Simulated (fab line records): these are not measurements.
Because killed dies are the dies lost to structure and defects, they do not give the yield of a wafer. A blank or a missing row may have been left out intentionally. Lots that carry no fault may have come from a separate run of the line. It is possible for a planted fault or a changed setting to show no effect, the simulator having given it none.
Which tool is to blame?    flow gf180mcu    15 lots, 45 wafers sampled, at 6 steps of a route of 602

## WHAT EACH GAUGE READ, for each wafer
GF_M3_RS_MEAS_05: measures by four-point-probe. Usual: M3_ALCU_RS 0.0698 ohm/sq, standard deviation 0.00095.
lot   measured      on             M3_ALCU_RS (ohm/sq)   flag
L107  day 20 14:07  film-metro-01  0.0699 0.0705 0.0690  
L109  day 21 07:31  film-metro-02  0.0694 0.0699 0.0692  
L115  day 23 16:02  film-metro-04  0.0689 0.0684 0.0687  
L116  day 24 02:19  film-metro-02  0.0695 0.0704 0.0706  
L117  day 24 09:55  film-metro-04  0.0700 0.0693 0.0704  
L120  day 25 08:04  film-metro-02  0.0709 0.0734 0.0708  
L121  day 25 23:46  film-metro-02  0.0697 0.0721 0.0694  
L122  day 26 04:17  film-metro-04  0.0681 0.0701 0.0688  
L123  day 26 09:20  film-metro-02  0.0713 0.0689 0.0685  
L124  day 26 11:40  film-metro-04  0.0693 0.0704 0.0710  
L125  day 26 21:41  film-metro-04  0.0684 0.0694 0.0689  
L126  day 27 11:44  film-metro-04  0.0687 0.0703 0.0712  
L127  day 27 13:50  film-metro-04  0.0696 0.0682 0.0700  
L128  day 28 13:58  film-metro-04  0.0682 0.0691 0.0689  
L129  day 28 16:39  film-metro-02  0.0695 0.0697 0.0692  

GF_V3_RS_MEAS_24: measures by four-point-probe. Usual: V3_W_RS 0.326 ohm/sq, standard deviation 0.0053.
lot   measured      on             V3_W_RS (ohm/sq)      flag
L107  day 22 16:19  film-metro-04  0.322 0.335 0.322     
L109  day 23 08:32  film-metro-04  0.337 0.337 0.333     
L115  day 25 13:42  film-metro-04  43.706 44.818 43.371  OFF
L116  day 26 00:08  film-metro-02  42.574 43.552 42.227  OFF
L117  day 26 07:07  film-metro-04  43.021 43.998 44.420  OFF
L120  day 27 04:35  film-metro-02  0.318 0.318 0.330     
L121  day 28 12:56  film-metro-04  0.325 0.328 0.326     
L122  day 28 15:02  film-metro-02  0.322 0.326 0.319     
L123  day 28 17:45  film-metro-03  0.317 0.316 0.316     
L124  day 28 17:48  film-metro-02  0.324 0.325 0.323     
L125  day 28 23:03  film-metro-03  0.325 0.327 0.326     
L126  day 29 05:11  film-metro-02  0.328 0.326 0.326     
L127  day 29 10:11  film-metro-02  0.332 0.324 0.333     
L128  day 29 19:11  film-metro-02  0.329 0.327 0.320     
L129  day 30 00:41  film-metro-03  0.331 0.320 0.322     

GF_V3_THK_MEAS_25: measures by xrf. Usual: V3_W_THK 335 nm, standard deviation 5.9.
lot   measured      on             V3_W_THK (nm)  flag
L107  day 22 16:25  film-metro-04  339 328 341    
L109  day 23 08:39  film-metro-04  321 322 324    
L115  day 25 13:49  film-metro-04  - - -          OFF
L116  day 26 00:15  film-metro-02  <0 <0 <0       OFF
L117  day 26 07:14  film-metro-04  <0 - <0        OFF
L120  day 27 04:41  film-metro-02  347 347 335    
L121  day 28 13:04  film-metro-04  338 333 335    
L122  day 28 15:08  film-metro-02  340 335 343    
L123  day 28 17:52  film-metro-03  343 342 342    
L124  day 28 17:55  film-metro-02  337 336 338    
L125  day 28 23:10  film-metro-03  331 331 332    
L126  day 29 05:18  film-metro-02  335 339 337    
L127  day 29 10:18  film-metro-02  331 340 329    
L128  day 29 19:17  film-metro-02  332 336 342    
L129  day 30 00:48  film-metro-03  327 336 336    

## WHICH TOOL RAN EACH LOT (tool, then ch and the chambers of the sampled wafers, then the start)
lot   GF_M3_SPUTTER_00              GF_M3_SPUTTER_01              GF_V3_CVD_23
L107  pvd-sputter-02, day 20 13:51  pvd-sputter-02, day 20 13:57  cvd-w-01 ch 0,1, day 22 16:12
L109  pvd-sputter-04, day 21 07:18  pvd-sputter-04, day 21 07:24  cvd-w-01 ch 1, day 23 08:25
L115  pvd-sputter-03, day 23 15:48  pvd-sputter-03, day 23 15:54  cvd-w-02 ch 0,1, day 25 13:34
L116  pvd-sputter-04, day 24 02:06  pvd-sputter-04, day 24 02:12  cvd-w-02 ch 0,1, day 26 00:01
L117  pvd-sputter-04, day 24 09:41  pvd-sputter-04, day 24 09:47  cvd-w-02 ch 0,1, day 26 06:59
L120  pvd-sputter-03, day 25 07:49  pvd-sputter-03, day 25 07:55  cvd-w-01 ch 0,1, day 27 04:29
L121  pvd-sputter-03, day 25 23:31  pvd-sputter-03, day 25 23:37  cvd-w-02 ch 0,1, day 28 12:50
L122  pvd-sputter-03, day 26 04:03  pvd-sputter-03, day 26 04:09  cvd-w-01 ch 0, day 28 14:54
L123  pvd-sputter-03, day 26 09:07  pvd-sputter-03, day 26 09:13  cvd-w-01 ch 0, day 28 17:37
L124  pvd-sputter-02, day 26 11:26  pvd-sputter-02, day 26 11:32  cvd-w-02 ch 0,1, day 28 17:41
L125  pvd-sputter-02, day 26 21:27  pvd-sputter-02, day 26 21:33  cvd-w-02 ch 0,1, day 28 22:55
L126  pvd-sputter-03, day 27 11:31  pvd-sputter-03, day 27 11:37  cvd-w-02 ch 0, day 29 05:04
L127  pvd-sputter-04, day 27 13:36  pvd-sputter-04, day 27 13:42  cvd-w-01 ch 0,1, day 29 10:04
L128  pvd-sputter-04, day 28 13:43  pvd-sputter-04, day 28 13:49  cvd-w-01 ch 0,1, day 29 19:03
L129  pvd-sputter-04, day 28 16:26  pvd-sputter-04, day 28 16:32  cvd-w-01 ch 0,1, day 30 00:34
- GF_M3_SPUTTER_00: material Ti, target thk 37.5 nm, time 150 s.
- GF_M3_SPUTTER_01: material TiN, target thk 30 nm, time 25 s.
- GF_V3_CVD_23: deposits W, target thk 350 nm, time 104.9 s.

## AS READ BY THE TOOLS THEMSELVES (means over the sampled wafers that have a number; for cases with no such wafer, the mark the record gives instead)
GF_M3_SPUTTER_00. Usual: throttle-valve-pct at 30.4 %, with a standard deviation of 0.8.
lot   tool            throttle-valve-pct (%)  flag
L107  pvd-sputter-02  30.5                    
L109  pvd-sputter-04  30.8                    
L115  pvd-sputter-03  30.6                    
L116  pvd-sputter-04  30.2                    
L117  pvd-sputter-04  29.7                    
L120  pvd-sputter-03  30.6                    
L121  pvd-sputter-03  31.1                    
L122  pvd-sputter-03  30.8                    
L123  pvd-sputter-03  30.5                    
L124  pvd-sputter-02  30.7                    
L125  pvd-sputter-02  30.3                    
L126  pvd-sputter-03  30.9                    
L127  pvd-sputter-04  30.1                    
L128  pvd-sputter-04  29.6                    
L129  pvd-sputter-04  29.7                    

GF_M3_SPUTTER_01. Usual: throttle-valve-pct at 30.4 %, with a standard deviation of 0.81.
lot   tool            throttle-valve-pct (%)  flag
L107  pvd-sputter-02  30.4                    
L109  pvd-sputter-04  30.8                    
L115  pvd-sputter-03  30.8                    
L116  pvd-sputter-04  30.1                    
L117  pvd-sputter-04  29.7                    
L120  pvd-sputter-03  30.5                    
L121  pvd-sputter-03  31.1                    
L122  pvd-sputter-03  30.8                    
L123  pvd-sputter-03  30.5                    
L124  pvd-sputter-02  30.8                    
L125  pvd-sputter-02  30.7                    
L126  pvd-sputter-03  30.9                    
L127  pvd-sputter-04  30.1                    
L128  pvd-sputter-04  29.6                    
L129  pvd-sputter-04  29.7                    

GF_V3_CVD_23. Usual: chamber-pressure-Torr 40.01 Torr, standard deviation 0.088; heater-power-outer-w 465 W, standard deviation 27; heater-power-w 768 W, standard deviation 43.
lot   tool      chamber-pressure-Torr (Torr)  heater-power-outer-w (W)  heater-power-w (W)  flag
L107  cvd-w-01  39.94                         451                       774                 
L109  cvd-w-01  40.00                         441                       779                 
L115  cvd-w-02  -                             -                         -                   OFF
L116  cvd-w-02  -                             -                         -                   OFF
L117  cvd-w-02  -                             -                         -                   OFF
L120  cvd-w-01  39.97                         456                       772                 
L121  cvd-w-02  40.07                         465                       726                 
L122  cvd-w-01  40.09                         465                       769                 
L123  cvd-w-01  40.01                         462                       777                 
L124  cvd-w-02  39.98                         495                       787                 
L125  cvd-w-02  39.94                         485                       785                 
L126  cvd-w-02  40.00                         515                       825                 
L127  cvd-w-01  40.13                         454                       781                 
L128  cvd-w-01  39.98                         443                       784                 
L129  cvd-w-01  40.02                         454                       784                 

## THE ANSWER, worked out from the rows above alone
Rule: a lot is off if the mean of its wafers that have a number lies more than 3 standard deviations from the usual mean. A lot without any number at a reading at which 4 lots or more have one is off too. Where the step has rows for the other lots, those lots are counted as sound. First the gauges in route order, then the tools' own readings, where a lot's mean is used as printed above. The first step at which some lot is off is used, and at that step the reading that is off furthest; a lot without a number counts as furthest.
Off: at GF_V3_RS_MEAS_24 (V3_W_RS), L115, L116, L117.
If a tool, at a process step before that reading, ran all the lots that are off and no sound lot after the first of them, it fits. Not tried: the gauges at GF_V3_RS_MEAS_24; whatever is off there is also off at GF_V3_CVD_23, on other tools, and gauge error can't account for it. Of those tried, none fits.

## WHAT THE SIMULATOR PUT IN
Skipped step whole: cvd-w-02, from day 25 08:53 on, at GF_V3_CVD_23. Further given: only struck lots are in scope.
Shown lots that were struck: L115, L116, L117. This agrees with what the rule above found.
